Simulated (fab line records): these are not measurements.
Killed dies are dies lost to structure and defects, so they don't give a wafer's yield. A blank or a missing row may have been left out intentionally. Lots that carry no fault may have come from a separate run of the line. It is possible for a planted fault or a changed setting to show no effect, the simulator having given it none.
Matching of chambers | flow sky130 | SKY_POLY_GATE_ETCH_17 on rieSi-02: 4 sister chambers
The step etches poly-Si in HBr/Cl2, stops on SiO2, target depth 180 nm, time 70.5 s. 8 wafers are shown with their chamber, then 8 later ones without.

== EACH WAFER AND ITS CHAMBER ==
wafer  | chamber | drypumpMotorCurrentA (A) | runLengthS (s)
L314.3 | 3       | 6.21                     | 99.4
L318.4 | 2       | 5.62                     | 98.1
L327.2 | 1       | 5.74                     | 98.0
L327.5 | 2       | 5.63                     | 97.9
L329.2 | 0       | 6.18                     | 99.4
L329.5 | 1       | 5.69                     | 98.1
L329.6 | 0       | 6.21                     | 99.0
L331.3 | 3       | 6.20                     | 98.5

== WAFERS WITHOUT THEIR CHAMBER ==
wafer  | drypumpMotorCurrentA (A) | runLengthS (s)
L331.4 | 5.75                     | 98.4
L331.6 | 6.17                     | 98.7
L333.2 | 6.20                     | 98.9
L333.4 | 6.20                     | 99.3
L333.6 | 6.22                     | 98.7
L335.1 | 5.62                     | 97.8
L335.2 | 6.20                     | 98.6
L335.6 | 6.18                     | 98.9

== EACH ONE'S CHAMBER ==
wafer  | from the rows above     | in truth
L331.4 | 1                       | 1
L331.6 | can't be placed: 3 or 0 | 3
L333.2 | can't be placed: 3 or 0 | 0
L333.4 | can't be placed: 0 or 3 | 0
L333.6 | can't be placed: 3 or 0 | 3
L335.1 | 2                       | 2
L335.2 | can't be placed: 3 or 0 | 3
L335.6 | can't be placed: 0 or 3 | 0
2 of 8 placed correctly. These rows do not allow placing 6 (true chamber among the candidates in 6). Placed wrongly: 0.
How it was worked out, from the rows above alone: a wafer's distance from a chamber is the root of the sum, over the readings, of the square of ((its reading less the chamber's mean) divided by the reading's scatter). The wafer belongs to the nearest chamber; if the next one is less than 2 further off, it can't be placed. Each chamber's mean is taken over the wafers shown for it. The scatter: the root of (the sum of the squares of (reading less its chamber's mean) over the shown wafers, divided by (wafers less chambers)).
